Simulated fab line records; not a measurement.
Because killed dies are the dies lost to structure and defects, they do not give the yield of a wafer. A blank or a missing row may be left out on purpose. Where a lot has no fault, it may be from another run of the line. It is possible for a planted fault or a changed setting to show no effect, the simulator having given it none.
Comparing a struck lot with a sound one -- flow gf180mcu -- 15 out of 602 route steps
Sound: the wafers L790.2, L790.3, L790.6. Wafers L784.3, L784.4, L784.6 were the ones struck. The cause is named last.
At each step with rows: each side's tool, then ch and its chambers, then its first start. Under that, the readings that differ: sound wafers -- struck wafers -- difference of the means -- sigmas: that difference in standard deviations of wafers without a fault.
alike: readings whose means differ by less than 2 such deviations, and words and numbers that are the same on both sides. not compared: withheld readings, readings that some wafer has no value for, bounds like >300 that may hide the same value, and numbers for which the record gives no deviation and whose values overlap.
Wherever a step has rows on one side only, a row that says differs or no value, or a row with sigmas, the two part there. Numbers that don't overlap but have no deviation are shown without sigmas and don't part them. A reading that every wafer of one side lacks parts them only if that side has two wafers or more.

GF_V5_OVL_MEAS_15:
  sound: overlay-02 at day 31 21:25; struck: overlay-02 at day 29 21:47
  alike: V5_OVL
then, 1 step without rows for these wafers: GF_V5_ETCH_16 (etches BARC in N2/H2).
GF_V5_ETCH_17: etches SiO2 in C4F8/O2/Ar, stops on TiN, target depth 855 nm.
  sound on rieDiel-04 ch 0,2; struck on rieDiel-04 ch 0,2,3
  alike: oesProductAu
then, 3 steps without rows for these wafers: GF_V5_STRIP_18 (strips in O2/N2); GF_V5_STRIP_19 (strips in post etch residue remover, time 1200 s); GF_V5_CLEAN_20 (cleans in DIW).
GF_V5_SPUTTER_21: material Ti, target thk 15 nm, time 80.02 s.
  sound: pvdSputter-01 at day 31 22:08; struck: pvdSputter-02 at day 29 22:29
  alike: throttleValvePct
GF_V5_SPUTTER_22: material TiN, target thk 10 nm, time 40 s.
  sound: pvdSputter-01 at day 31 22:12; struck: pvdSputter-02 at day 29 22:34
  alike: throttleValvePct
then, 1 step without rows for these wafers: GF_V5_CVD_23 (deposits W, target thk 350 nm, time 104.9 s).
GF_V5_RS_MEAS_24: the measuring method here is four-point-probe.
  sound: filmMetro-01 at day 31 22:24; struck: filmMetro-01 at day 29 22:45
  alike: V5_W_RS
GF_V5_THK_MEAS_25: measures by xrf.
  sound: filmMetro-01 at day 31 22:31; struck: filmMetro-01 at day 29 22:51
  alike: V5_W_THK
GF_V5_CMP_26: polishes, stops on SiO2, t overpolish 15 s, target thk 0 nm.
  sound on cmp-01 ch 0,1, day 31 22:34; struck on cmp-01 ch 0,1,3, day 29 23:12
  alike: motorCurrentA, overpolishRunS, timeToEndpointS
GF_TOP_METAL_SPUTTER_00: material Ti, target thk 37.5 nm, time 150 s.
  sound: pvdSputter-04 at day 31 22:52; struck: pvdSputter-01 at day 29 23:24
reading,sound,struck,difference,sigmas
model.Ti_of_TOP_METAL_SPUTTER_00.thkNm (nm),38.08 37.95 37.61,39.63 39.86 39.52,+1.79,
  alike: throttleValvePct
GF_TOP_METAL_SPUTTER_01: material TiN, target thk 30 nm, time 25 s.
  sound: pvdSputter-04 at day 31 22:58; struck: pvdSputter-01 at day 29 23:30
  alike: throttleValvePct
GF_PASSIVATION_PROBE_99:
  sound wafers here have rows in the record (prober-02, day 33 10:06); struck ones have none

## WHERE THEY PART
GF_PASSIVATION_PROBE_99 only, going by this record.

WHY: what had been put in by the simulator
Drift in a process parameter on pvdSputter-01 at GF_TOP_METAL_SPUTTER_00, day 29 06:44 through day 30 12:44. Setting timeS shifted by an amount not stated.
